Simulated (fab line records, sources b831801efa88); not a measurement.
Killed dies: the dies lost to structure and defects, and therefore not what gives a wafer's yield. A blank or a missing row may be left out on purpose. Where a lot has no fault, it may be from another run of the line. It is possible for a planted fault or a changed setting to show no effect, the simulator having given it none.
Struck lot and sound lot, side by side -- flow gf180mcu -- 15 steps out of a route of 602
Sound: these wafers, L988.1, L988.2, L988.5. Wafers struck: L103.1, L103.2, L103.5. Last of all comes the cause.
Each step with rows lists, per side, the tool, then ch with its chambers, then its first start. Under that, the readings that differ: sound wafers -- struck wafers -- difference of the means -- sigmas: that difference in standard deviations of wafers without a fault.
alike: readings whose means differ by less than 2 such deviations, and words and numbers that are the same on both sides. not compared: withheld readings, readings that some wafer has no value for, bounds like >300 that may hide the same value, and numbers for which the record gives no deviation and whose values overlap.
The two part at a step that has a row with sigmas, a row that says differs or no value, or rows on one side only. Numbers that don't overlap but have no deviation are shown without sigmas and don't part them. Lack of a reading on every wafer of one side parts them only where that side has two or more wafers.

first, 1 step without rows for these wafers: GF_NSD_IMPLANT_10.
GF_NSD_STRIP_11: strips in O2/N2.
  sound on plasma_asher-02 ch 0,1, day 15 19:19; struck on plasma_asher-04 ch 0,1, day 21 01:46
  alike: chamber_pressure_mTorr, drypump_motor_current_A, heater_power_w, oes_product_au, strip_time_to_endpoint_s
  not compared: rf_hours_counter_h
GF_NSD_TW_MEAS_12:
  sound on film_metro-01 at day 15 19:25; struck on film_metro-03 at day 21 01:52
  alike: NSD_TW
then, 7 steps without rows for these wafers: GF_PSD_DEHYDRATE_00 (time 60 s); GF_PSD_HMDS_01 (prime time 60 s); GF_PSD_COAT_02 (resist thk 1000 nm); GF_PSD_SOFTBAKE_03 (time 60 s); GF_PSD_EXPOSE_04 (exposes mask Pplus, target cd 400 nm); GF_PSD_PEB_05; GF_PSD_DEVELOP_06 (develop time 60 s).
GF_PSD_CD_MEAS_07 targets a cd of 400 nm.
  sound on cd_sem-01 at day 16 17:42; struck on cd_sem-01 at day 22 00:43
reading,sound,struck,difference,sigmas
cd_nm (nm),397.6 401.5 398.2,404.0 402.8 405.5,+5.0,+2
GF_PSD_OVL_MEAS_08:
  sound on overlay-02 at day 16 17:49; struck on overlay-01 at day 22 00:50
  alike: PSD_OVL
GF_PSD_IMPLANT_09:
  sound on implanter-01 ch 0, day 16 17:52; struck on implanter-01 ch 0, day 22 00:52
reading,sound,struck,difference,sigmas
dose_ions_cm2,1.4989e+15 1.5029e+15 1.4997e+15,1.544e+15 1.5444e+15 1.5439e+15,+4.360e+13,+29
GF_PSD_STRIP_10: strips in O2/N2.
  sound on plasma_asher-03 ch 0,1, day 16 18:01; struck on plasma_asher-04 ch 0,1, day 22 01:01
reading,sound,struck,difference,sigmas
strip_time_to_endpoint_s (s),16.46 16.45 16.46,16.53 16.57 16.60,+0.11,+3
  alike: chamber_pressure_mTorr, drypump_motor_current_A, heater_power_w, oes_product_au
  not compared: rf_hours_counter_h
GF_PASSIVATION_PROBE_99:
  the record holds rows for the sound wafers here (prober-01, day 31 04:19) but none for the struck ones

== WHERE THEY PART ==
Earliest at GF_PSD_CD_MEAS_07; latest, in this record, at GF_PASSIVATION_PROBE_99.

WHY: whatever the simulator had introduced
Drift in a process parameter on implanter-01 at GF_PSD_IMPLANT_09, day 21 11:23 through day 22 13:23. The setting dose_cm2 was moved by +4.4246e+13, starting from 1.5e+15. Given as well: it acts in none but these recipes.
